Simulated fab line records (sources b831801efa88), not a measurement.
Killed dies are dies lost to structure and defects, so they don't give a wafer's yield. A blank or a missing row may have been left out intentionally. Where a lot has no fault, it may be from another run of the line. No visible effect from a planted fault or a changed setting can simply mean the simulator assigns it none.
fab line records	flow sky130
record lots=24	wafers=72	last-day=50
route steps=708 shown FIELD_ISO@1 VT_ADJUST_HVTP@95 SONOS_TUNNEL@166 VIA1@471 VIA3@596 METAL5@675
lots that met no fault: from a run of the same line without faults
start-h: the number of hours between the record's first day and the start of the first shown wafer of the lot	wait-h: time in hours since the lot's previous step	" repeats the value in the row above	L1.1+2: a single row standing in for several wafers	- no value, or no start was given	* or withheld: withheld	< > ~ a bound
route shown NAME@n: NAME is a module with steps in the file, n the number in the route of the first one	usual: average and standard deviation across the fault-free wafers	same: alike in all rows	chamber/n: place in a boat	sites: each site's reading	_std_site: standard deviation of those values	_edge_site: the outer-site mean with the inner-site mean subtracted	radius-mm: for every site, how far away it sits from the centre of the wafer	mask NAME#n: copy n	behind: tool/chamber where the wafer was last shaped	hold: cause of the lot's hold/its duration in hours/its outcome	device: whichever transistor did not switch (one of n, p or np)	end of line: the tests these same wafers got at the end of their route	step lacking rows: just its recipe	killed: not the wafer's yield, but the dies lost to structure and defects at the first sort	map: a wafer's dies, marking killed ones x, the rest . and places with no die _
set.NAME: setting as actually run; set.NAME@STEP: the setting as run at that earlier step	model.NAME: the simulator's own value behind a step, which no gauge read
steps of the route over a sample of lots; a table a step, a row a wafer
services: from which hour (start-h, from the record's first day; less than 0 if before it) a tool's chamber was out of use, for how many hours, and why
## steps
# step SKY_FIELD_ISO_BOW_MEAS_00
# recipe mode=bow
# usual INCOMING_BOW=0/6.4
lot.wafer	tool	chamber	start-h	wait-h	INCOMING_BOW[um]
L074.2	film-metro-02	-	10.02	-	-1
L074.3	"	-	"	"	11
L074.5	"	-	"	"	-3
L075.1	film-metro-03	-	15.00	-	2
L075.5	"	-	"	"	-3
L075.6	"	-	"	"	13
L076.1	film-metro-04	-	20.00	-	-6
L076.2	"	-	"	"	-19
L076.4	"	-	"	"	-3
L077.2	film-metro-04	-	25.02	-	-10
L077.4	"	-	"	"	10
L077.5	"	-	"	"	7
L078.1	film-metro-02	-	30.00	-	4
L078.2	"	-	"	"	13
L078.5	"	-	"	"	-1
L079.1	film-metro-04	-	35.00	-	7
L079.4	"	-	"	"	4
L079.6	"	-	"	"	-2
L080.1	film-metro-04	-	40.00	-	-3
L080.4	"	-	"	"	7
L080.6	"	-	"	"	5
L081.2	film-metro-04	-	45.02	-	-4
L081.4	"	-	"	"	3
L081.5	"	-	"	"	5
L082.2	film-metro-03	-	50.02	-	3
L082.5	"	-	"	"	-6
L082.6	"	-	"	"	1
L083.2	film-metro-02	-	55.02	-	-7
L083.4	"	-	"	"	0
L083.6	"	-	"	"	-8
L084.1	film-metro-04	-	60.00	-	-1
L084.3	"	-	"	"	-5
L084.4	"	-	"	"	-7
L085.3	film-metro-04	-	65.04	-	16
L085.5	"	-	"	"	2
L085.6	"	-	"	"	-8
L086.3	film-metro-04	-	70.04	-	5
L086.4	"	-	"	"	0
L086.5	"	-	"	"	0
L087.1	film-metro-02	-	75.00	-	11
L087.2	"	-	"	"	8
L087.5	"	-	"	"	10
L088.1	film-metro-03	-	80.00	-	0
L088.4	"	-	"	"	-10
L088.6	"	-	"	"	-6
L089.1	film-metro-02	-	85.00	-	1
L089.2	"	-	"	"	-10
L089.3	"	-	"	"	-3
L090.1	film-metro-02	-	90.00	-	4
L090.4	"	-	"	"	-4
L090.6	"	-	"	"	6
L091.1	film-metro-02	-	95.00	-	6
L091.2	"	-	"	"	11
L091.6	"	-	"	"	-2
L092.1	film-metro-03	-	100.00	-	5
L092.3	"	-	"	"	19
L092.6	"	-	"	"	1
L093.1	film-metro-04	-	105.00	-	-6
L093.3	"	-	"	"	2
L093.6	"	-	"	"	-6
L094.1	film-metro-02	-	110.00	-	4
L094.3	"	-	"	"	13
L094.5	"	-	"	"	-9
L095.1	film-metro-04	-	115.00	-	0
L095.4	"	-	"	"	-2
L095.6	"	-	"	"	-4
L096.2	film-metro-03	-	120.02	-	2
L096.5	"	-	"	"	2
L096.6	"	-	"	"	15
L097.2	film-metro-04	-	125.02	-	0
L097.3	"	-	"	"	-4
L097.4	"	-	"	"	-6
# step SKY_VT_ADJUST_HVTP_STRIP_10
# recipe chemistry=O2/N2	power-w=1400	pressure-mtorr=1500	platen-temp-c=withheld	o2-flow-sccm=3000	n2-flow-sccm=300	overash-fraction=0.5
# usual drypump-motor-current-A=5.8/0.47	oes-product-au=0.716/0.0044	strip-time-to-endpoint-s=14.21/0.038
lot.wafer	tool	chamber	start-h	wait-h	drypump-motor-current-A	oes-product-au	rf-hours-counter-h	strip-time-to-endpoint-s
L074.2	plasma-asher-02	0	120.39	0.1	5.9	0.715	0	14.14
L074.3	"	0	"	"	5.9	0.712	-	14.12
L074.5	"	1	"	"	5.3	0.716	-	14.16
L075.1	plasma-asher-02	0	133.73	0.1	5.9	0.717	1	14.28
L075.5	"	0	"	"	5.9	0.717	-	14.24
L075.6	"	1	"	"	5.3	0.715	-	14.20
L076.1	plasma-asher-03	0	138.94	0.1	6.5	0.719	36	14.26
L076.2	"	1	"	"	5.6	0.716	36	14.23
L076.4	"	1	"	"	5.6	0.713	-	14.21
L077.2	plasma-asher-01	1	145.29	0.1	6.3	0.721	36	14.23
L077.4	"	1	"	"	6.3	0.720	-	14.19
L077.5	"	1	"	"	6.3	0.716	-	14.24
L078.1	plasma-asher-01	0	145.79	0.1	5.3	0.714	36	14.27
L078.2	"	1	"	"	6.3	0.715	36	14.25
L078.5	"	0	"	"	5.3	0.714	-	14.23
L079.1	plasma-asher-01	0	149.68	0.1	5.3	0.710	37	14.19
L079.4	"	1	"	"	6.3	0.714	-	14.27
L079.6	"	1	"	"	6.3	0.712	-	14.25
L080.1	plasma-asher-02	0	163.44	0.1	5.9	0.716	4	14.21
L080.4	"	0	"	"	5.9	0.719	-	14.25
L080.6	"	0	"	"	5.9	0.715	-	14.27
L081.2	plasma-asher-03	1	170.83	0.1	5.6	0.721	40	14.19
L081.4	"	0	"	"	6.5	0.715	-	14.17
L081.5	"	0	"	"	6.5	0.723	-	14.13
L082.2	plasma-asher-02	1	171.48	0.1	5.3	0.718	5	14.24
L082.5	"	1	"	"	5.3	0.719	-	14.25
L082.6	"	0	"	"	5.9	0.715	-	14.23
L083.2	plasma-asher-01	1	183.83	0.1	6.3	0.717	40	14.17
L083.4	"	0	"	"	5.3	0.719	-	14.19
L083.6	"	1	"	"	6.3	0.721	-	14.23
L084.1	plasma-asher-01	0	186.68	0.1	5.3	0.718	40	14.21
L084.3	"	1	"	"	6.3	0.712	-	14.24
L084.4	"	0	"	"	5.3	0.711	-	14.22
L085.3	plasma-asher-02	0	199.07	0.1	5.9	0.714	-	14.21
L085.5	"	0	"	"	5.9	0.711	-	14.17
L085.6	"	1	"	"	5.4	0.711	-	14.23
L086.3	plasma-asher-03	1	200.86	0.1	5.6	0.726	-	14.17
L086.4	"	0	"	"	6.5	0.719	-	14.20
L086.5	"	1	"	"	5.6	0.719	-	14.18
L087.1	plasma-asher-03	1	203.36	0.1	5.6	0.710	43	14.19
L087.2	"	0	"	"	6.5	0.720	43	14.22
L087.5	"	0	"	"	6.5	0.707	-	14.21
L088.1	plasma-asher-03	0	209.29	0.1	6.5	0.718	44	14.13
L088.4	"	1	"	"	5.6	0.711	-	14.19
L088.6	"	0	"	"	6.5	0.709	-	14.16
L089.1	plasma-asher-02	1	214.98	0.1	5.3	0.720	9	14.15
L089.2	"	0	"	"	5.9	0.712	9	14.17
L089.3	"	0	"	"	5.9	0.727	-	14.17
L090.1	plasma-asher-01	1	229.38	0.1	6.3	0.718	44	14.16
L090.4	"	1	"	"	6.3	0.718	-	14.13
L090.6	"	0	"	"	5.3	0.725	-	14.21
L091.1	plasma-asher-03	1	231.54	0.1	5.6	0.717	46	14.18
L091.2	"	0	"	"	6.5	0.714	46	14.21
L091.6	"	1	"	"	5.6	0.711	-	14.22
L092.1	plasma-asher-02	1	234.98	0.1	5.3	0.710	11	14.20
L092.3	"	1	"	"	5.3	0.711	-	14.27
L092.6	"	0	"	"	5.9	0.720	-	14.27
L093.1	plasma-asher-03	1	253.23	0.1	5.6	0.713	48	14.11
L093.3	"	0	"	"	6.5	0.721	-	14.19
L093.6	"	0	"	"	6.5	0.721	-	14.14
L095.1	plasma-asher-01	0	254.13	0.1	5.3	0.710	47	14.21
L095.4	"	0	"	"	5.3	0.711	-	14.23
L095.6	"	0	"	"	5.3	0.716	-	14.20
L094.1	plasma-asher-03	1	262.88	0.1	5.6	0.713	49	14.16
L094.3	"	1	"	"	5.6	0.717	-	14.20
L094.5	"	0	"	"	6.5	0.725	-	14.19
L096.2	plasma-asher-01	1	271.68	0.1	6.3	0.719	48	14.22
L096.5	"	0	"	"	5.3	0.713	-	14.22
L096.6	"	1	"	"	6.3	0.718	-	14.22
L097.2	plasma-asher-01	1	272.74	0.1	6.4	0.721	48	14.20
L097.3	"	0	"	"	5.3	0.726	-	14.21
L097.4	"	1	"	"	6.3	0.711	-	14.20
# step SKY_SONOS_TUNNEL_TW_MEAS_12
# usual SONOS_TUNNEL_TW=196.7/2.2
lot.wafer	tool	chamber	start-h	wait-h	SONOS_TUNNEL_TW
L074.2	film-metro-04	-	244.75	0.0	195.9
L074.3	"	-	"	"	195.5
L074.5	"	-	"	"	195.5
L075.1	film-metro-01	-	270.02	0.0	194.9
L075.5	"	-	"	"	196.2
L075.6	"	-	"	"	196.0
L076.1	film-metro-04	-	270.33	0.0	195.0
L076.2	"	-	"	"	194.8
L076.4	"	-	"	"	195.3
L077.2	film-metro-03	-	275.51	0.0	197.2
L077.4	"	-	"	"	197.6
L077.5	"	-	"	"	198.3
L078.1	film-metro-04	-	275.67	0.0	195.1
L078.2	"	-	"	"	195.1
L078.5	"	-	"	"	194.4
L079.1	film-metro-04	-	282.84	0.0	194.7
L079.4	"	-	"	"	195.5
L079.6	"	-	"	"	194.1
L080.1	film-metro-04	-	299.75	0.0	195.1
L080.4	"	-	"	"	194.9
L080.6	"	-	"	"	194.8
L081.2	film-metro-04	-	308.61	0.0	195.8
L081.4	"	-	"	"	195.0
L081.5	"	-	"	"	195.9
L082.2	film-metro-04	-	310.29	0.0	194.9
L082.5	"	-	"	"	195.6
L082.6	"	-	"	"	195.4
L083.2	film-metro-03	-	326.03	0.0	198.3
L083.4	"	-	"	"	198.6
L083.6	"	-	"	"	199.6
L084.1	film-metro-04	-	329.04	0.0	194.9
L084.3	"	-	"	"	195.8
L084.4	"	-	"	"	196.9
L085.3	film-metro-01	-	348.22	0.0	197.2
L085.5	"	-	"	"	196.3
L085.6	"	-	"	"	195.9
L086.3	film-metro-03	-	351.67	0.0	199.8
L086.4	"	-	"	"	199.6
L086.5	"	-	"	"	199.7
L087.1	film-metro-01	-	351.95	0.0	195.1
L087.2	"	-	"	"	196.8
L087.5	"	-	"	"	196.8
L088.1	film-metro-03	-	361.32	0.0	199.7
L088.4	"	-	"	"	198.5
L088.6	"	-	"	"	199.1
L089.1	film-metro-04	-	366.11	0.0	195.5
L089.2	"	-	"	"	194.7
L089.3	"	-	"	"	195.5
L090.1	film-metro-04	-	382.61	0.0	194.5
L090.4	"	-	"	"	195.0
L090.6	"	-	"	"	195.8
L091.1	film-metro-03	-	387.30	0.0	200.3
L091.2	"	-	"	"	200.5
L091.6	"	-	"	"	200.7
L092.1	film-metro-01	-	390.64	0.0	194.6
L092.3	"	-	"	"	194.8
L092.6	"	-	"	"	195.1
L093.1	film-metro-03	-	414.06	0.0	199.4
L093.3	"	-	"	"	199.7
L093.6	"	-	"	"	200.5
L095.1	film-metro-03	-	414.64	0.0	200.2
L095.4	"	-	"	"	200.5
L095.6	"	-	"	"	200.4
L094.1	film-metro-04	-	426.44	0.0	193.3
L094.3	"	-	"	"	193.5
L094.5	"	-	"	"	194.4
L096.2	film-metro-01	-	437.33	0.0	195.8
L096.5	"	-	"	"	193.8
L096.6	"	-	"	"	195.3
L097.2	film-metro-03	-	438.25	0.0	202.0
L097.3	"	-	"	"	201.6
L097.4	"	-	"	"	199.8
# step SKY_VIA1_OVL_MEAS_13
# usual VIA1_OVL=1/5.6
lot.wafer	tool	chamber	start-h	wait-h	VIA1_OVL[nm]
L074.2	overlay-01	-	786.97	0.1	12
L074.3	"	-	"	"	9
L074.5	"	-	"	"	9
L076.1	overlay-01	-	808.52	0.1	7
L076.2	"	-	"	"	-2
L076.4	"	-	"	"	7
L075.1	overlay-01	-	811.76	0.1	-3
L075.5	"	-	"	"	0
L075.6	"	-	"	"	-4
L077.2	overlay-01	-	815.31	0.1	9
L077.4	"	-	"	"	5
L077.5	"	-	"	"	4
L078.1	overlay-01	-	816.91	0.1	-9
L078.2	"	-	"	"	-3
L078.5	"	-	"	"	-9
L079.1	overlay-02	-	831.41	0.1	13
L079.4	"	-	"	"	3
L079.6	"	-	"	"	-4
L080.1	overlay-01	-	843.20	0.1	0
L080.4	"	-	"	"	-6
L080.6	"	-	"	"	-5
L081.2	overlay-01	-	849.31	0.1	3
L081.4	"	-	"	"	-1
L081.5	"	-	"	"	-4
L082.2	overlay-01	-	855.16	0.1	3
L082.5	"	-	"	"	5
L082.6	"	-	"	"	1
L083.2	overlay-02	-	867.63	0.1	1
L083.4	"	-	"	"	3
L083.6	"	-	"	"	-8
L084.1	overlay-02	-	874.48	0.1	-3
L084.3	"	-	"	"	1
L084.4	"	-	"	"	5
L085.3	overlay-01	-	885.56	0.1	-1
L085.5	"	-	"	"	3
L085.6	"	-	"	"	-1
L086.3	overlay-01	-	893.86	0.1	7
L086.4	"	-	"	"	0
L086.5	"	-	"	"	2
L087.1	overlay-01	-	894.20	0.1	-3
L087.2	"	-	"	"	-10
L087.5	"	-	"	"	-5
L088.1	overlay-02	-	902.78	0.1	1
L088.4	"	-	"	"	-1
L088.6	"	-	"	"	0
L089.1	overlay-02	-	905.71	0.1	1
L089.2	"	-	"	"	-9
L089.3	"	-	"	"	-5
L090.1	overlay-01	-	915.75	0.1	16
L090.4	"	-	"	"	12
L090.6	"	-	"	"	14
L092.1	overlay-02	-	923.60	0.1	3
L092.3	"	-	"	"	-3
L092.6	"	-	"	"	1
L091.1	overlay-01	-	928.50	0.1	0
L091.2	"	-	"	"	6
L091.6	"	-	"	"	2
L093.1	overlay-02	-	942.66	0.1	-7
L093.3	"	-	"	"	-1
L093.6	"	-	"	"	-3
L095.1	overlay-02	-	945.35	0.1	0
L095.4	"	-	"	"	6
L095.6	"	-	"	"	7
L094.1	overlay-01	-	953.50	0.1	3
L094.3	"	-	"	"	2
L094.5	"	-	"	"	7
L096.2	overlay-01	-	959.31	0.1	-3
L096.5	"	-	"	"	0
L096.6	"	-	"	"	-3
L097.2	overlay-01	-	963.20	0.1	4
L097.3	"	-	"	"	3
L097.4	"	-	"	"	7
# step SKY_VIA3_THK_MEAS_23
# recipe thk-meas-gauge=xrf	reads=W_of_VIA3_CVD_21
# usual VIA3_W_THK=391/6.6
lot.wafer	tool	chamber	start-h	wait-h	VIA3_W_THK[nm]
L074.2	film-metro-03	-	923.39	0.1	395
L074.3	"	-	"	"	393
L074.5	"	-	"	"	391
L076.1	film-metro-01	-	942.78	0.1	387
L076.2	"	-	"	"	392
L076.4	"	-	"	"	389
L075.1	film-metro-03	-	950.18	0.1	394
L075.5	"	-	"	"	395
L075.6	"	-	"	"	390
L077.2	film-metro-01	-	952.55	0.1	384
L077.4	"	-	"	"	384
L077.5	"	-	"	"	383
L078.1	film-metro-03	-	952.67	0.1	397
L078.2	"	-	"	"	400
L078.5	"	-	"	"	399
L079.1	film-metro-03	-	966.33	0.1	387
L079.4	"	-	"	"	389
L079.6	"	-	"	"	396
L080.1	film-metro-03	-	976.73	0.1	397
L080.4	"	-	"	"	402
L080.6	"	-	"	"	399
L081.2	film-metro-03	-	983.15	0.1	396
L081.4	"	-	"	"	394
L081.5	"	-	"	"	393
L082.2	film-metro-01	-	988.11	0.1	384
L082.5	"	-	"	"	391
L082.6	"	-	"	"	387
L083.2	film-metro-03	-	999.30	0.1	396
L083.4	"	-	"	"	401
L083.6	"	-	"	"	396
L084.1	film-metro-02	-	1006.84	0.1	391
L084.3	"	-	"	"	387
L084.4	"	-	"	"	385
L085.3	film-metro-02	-	1014.88	0.1	388
L085.5	"	-	"	"	388
L085.6	"	-	"	"	385
L087.1	film-metro-02	-	1024.08	0.1	389
L087.2	"	-	"	"	381
L087.5	"	-	"	"	384
L086.3	film-metro-01	-	1024.63	0.1	393
L086.4	"	-	"	"	391
L086.5	"	-	"	"	388
L088.1	film-metro-02	-	1031.53	0.1	390
L088.4	"	-	"	"	386
L088.6	"	-	"	"	388
L089.1	film-metro-02	-	1034.10	0.1	385
L089.2	"	-	"	"	383
L089.3	"	-	"	"	379
L090.1	film-metro-02	-	1044.57	0.1	388
L090.4	"	-	"	"	384
L090.6	"	-	"	"	382
L092.1	film-metro-01	-	1050.27	0.1	394
L092.3	"	-	"	"	392
L092.6	"	-	"	"	392
L091.1	film-metro-02	-	1055.78	0.1	386
L091.2	"	-	"	"	391
L091.6	"	-	"	"	390
L093.1	film-metro-01	-	1066.33	0.1	395
L093.3	"	-	"	"	391
L093.6	"	-	"	"	391
L095.1	film-metro-03	-	1068.13	0.1	404
L095.4	"	-	"	"	405
L095.6	"	-	"	"	408
L094.1	film-metro-03	-	1075.62	0.1	402
L094.3	"	-	"	"	402
L094.5	"	-	"	"	395
L096.2	film-metro-01	-	1081.53	0.1	383
L096.5	"	-	"	"	378
L096.6	"	-	"	"	388
L097.2	film-metro-01	-	1083.45	0.1	387
L097.3	"	-	"	"	384
L097.4	"	-	"	"	389
# step SKY_METAL5_DESCUM_14
# recipe chemistry=O2	source-power-w=150	bias-power-w=0	pressure-mtorr=10	temp-c=40	time-s=11
# usual drypump-motor-current-A=5.5/0.48	oes-product-au=0.995/0.01
# same bias-power-w=0
lot.wafer	tool	chamber	start-h	wait-h	drypump-motor-current-A	oes-product-au	rf-hours-counter-h
L074.2	rie-metal-02	1	1024.00	0.1	5.1	0.995	-
L074.3	"	1	"	"	5.1	0.997	-
L074.5	"	1	"	"	5.0	1.005	-
L076.1	rie-metal-02	1	1040.67	0.1	5.1	0.999	18
L076.2	"	0	"	"	5.7	1.001	0
L076.4	"	0	"	"	5.7	0.993	-
L075.1	rie-metal-01	0	1047.64	0.1	5.9	0.985	8
L075.5	"	1	"	"	4.9	1.006	-
L075.6	"	0	"	"	5.9	0.990	-
L077.2	rie-metal-02	0	1048.72	0.1	5.7	0.984	1
L077.4	"	1	"	"	5.1	0.980	-
L077.5	"	1	"	"	5.1	0.992	-
L078.1	rie-metal-02	0	1050.52	0.1	5.7	0.987	1
L078.2	"	1	"	"	5.1	0.988	19
L078.5	"	0	"	"	5.7	0.992	-
L079.1	rie-metal-01	1	1061.33	0.1	4.9	1.010	18
L079.4	"	0	"	"	5.9	0.988	-
L079.6	"	0	"	"	5.9	0.985	-
L080.1	rie-metal-04	1	1070.52	0.1	5.3	1.001	12
L080.4	"	0	"	"	6.3	0.982	-
L080.6	"	0	"	"	6.3	0.990	-
L081.2	rie-metal-02	0	1077.84	0.1	5.7	0.991	-
L081.4	"	0	"	"	5.7	0.996	-
L081.5	"	0	"	"	5.7	0.988	-
L082.2	rie-metal-01	0	1081.43	0.1	5.9	0.976	10
L082.5	"	0	"	"	5.9	0.983	-
L082.6	"	1	"	"	4.9	1.001	-
L083.2	rie-metal-04	0	1090.73	0.1	6.3	0.996	21
L083.4	"	0	"	"	6.3	0.997	-
L083.6	"	1	"	"	5.3	1.008	-
L084.1	rie-metal-01	0	1099.67	0.1	5.9	0.990	12
L084.3	"	1	"	"	4.9	1.005	-
L084.4	"	0	"	"	5.9	0.988	-
L085.3	rie-metal-01	0	1104.83	0.1	5.9	0.974	-
L085.5	"	0	"	"	5.9	0.991	-
L085.6	"	1	"	"	4.9	1.008	-
L087.1	rie-metal-01	1	1112.28	0.1	4.9	1.001	22
L087.2	"	0	"	"	5.9	0.996	13
L087.5	"	0	"	"	5.9	0.984	-
L086.3	rie-metal-04	0	1113.43	0.1	6.3	0.991	-
L086.4	"	1	"	"	5.3	0.996	-
L086.5	"	1	"	"	5.3	1.010	-
L088.1	rie-metal-04	0	1120.89	0.1	6.3	0.983	23
L088.4	"	1	"	"	5.3	0.994	-
L088.6	"	0	"	"	6.3	0.980	-
L089.1	rie-metal-02	0	1122.84	0.1	5.7	0.987	7
L089.2	"	1	"	"	5.1	0.992	23
L089.3	"	1	"	"	5.1	0.998	-
L090.1	rie-metal-01	1	1129.82	0.1	4.9	1.013	23
L090.4	"	1	"	"	4.9	1.014	-
L090.6	"	1	"	"	4.9	1.008	-
L092.1	rie-metal-02	0	1135.28	0.1	5.7	0.990	9
L092.3	"	0	"	"	5.7	0.994	-
L092.6	"	1	"	"	5.1	0.978	-
L091.1	rie-metal-04	0	1142.32	0.1	6.3	0.983	25
L091.2	"	1	"	"	5.3	0.997	17
L091.6	"	1	"	"	5.3	1.002	-
L093.1	rie-metal-01	0	1149.78	0.1	5.9	0.992	16
L093.3	"	1	"	"	4.9	1.023	-
L093.6	"	1	"	"	4.9	1.013	-
L095.1	rie-metal-04	1	1150.34	0.1	5.3	0.993	18
L095.4	"	1	"	"	5.3	1.000	-
L095.6	"	1	"	"	5.3	1.005	-
L094.1	rie-metal-04	1	1158.07	0.1	5.3	0.999	19
L094.3	"	0	"	"	6.3	0.991	-
L094.5	"	1	"	"	5.3	1.007	-
L096.2	rie-metal-01	0	1163.04	0.1	5.9	0.997	17
L096.5	"	0	"	"	5.9	0.992	-
L096.6	"	1	"	"	4.9	1.003	-
L097.2	rie-metal-04	0	1163.93	0.1	6.3	0.982	27
L097.3	"	0	"	"	6.3	0.989	-
L097.4	"	1	"	"	5.3	1.011	-
## services
tool	chamber	start-h	hours	kind
rie-metal-01	1	172.36	1.1	repair
plasma-asher-01	-	179.45	4.0	repair
rie-metal-01	-	247.45	0.3	repair
rie-metal-01	1	251.19	9.5	repair
rie-metal-01	0	265.41	2.5	repair
rie-metal-01	-	284.82	2.8	pm
rie-metal-01	0	321.34	30.5	repair
plasma-asher-01	-	349.52	7.0	repair
plasma-asher-01	-	421.25	9.0	pm
plasma-asher-01	-	500.83	1.7	repair
rie-metal-01	0	509.33	13.3	repair
plasma-asher-01	-	686.82	2.7	repair
plasma-asher-01	-	819.44	15.6	pm
plasma-asher-01	-	835.78	1.2	repair
plasma-asher-01	-	863.68	1.1	repair
rie-metal-01	-	910.34	0.9	repair
rie-metal-01	1	936.75	1.5	repair
plasma-asher-01	-	949.66	28.1	pm
plasma-asher-01	-	977.76	2.8	pm
rie-metal-01	1	995.34	4.5	repair
plasma-asher-01	-	1033.82	2.5	repair
plasma-asher-01	-	1038.57	4.5	repair
plasma-asher-01	-	1064.22	4.4	repair
plasma-asher-01	-	1088.51	4.0	pm
## key
fault none
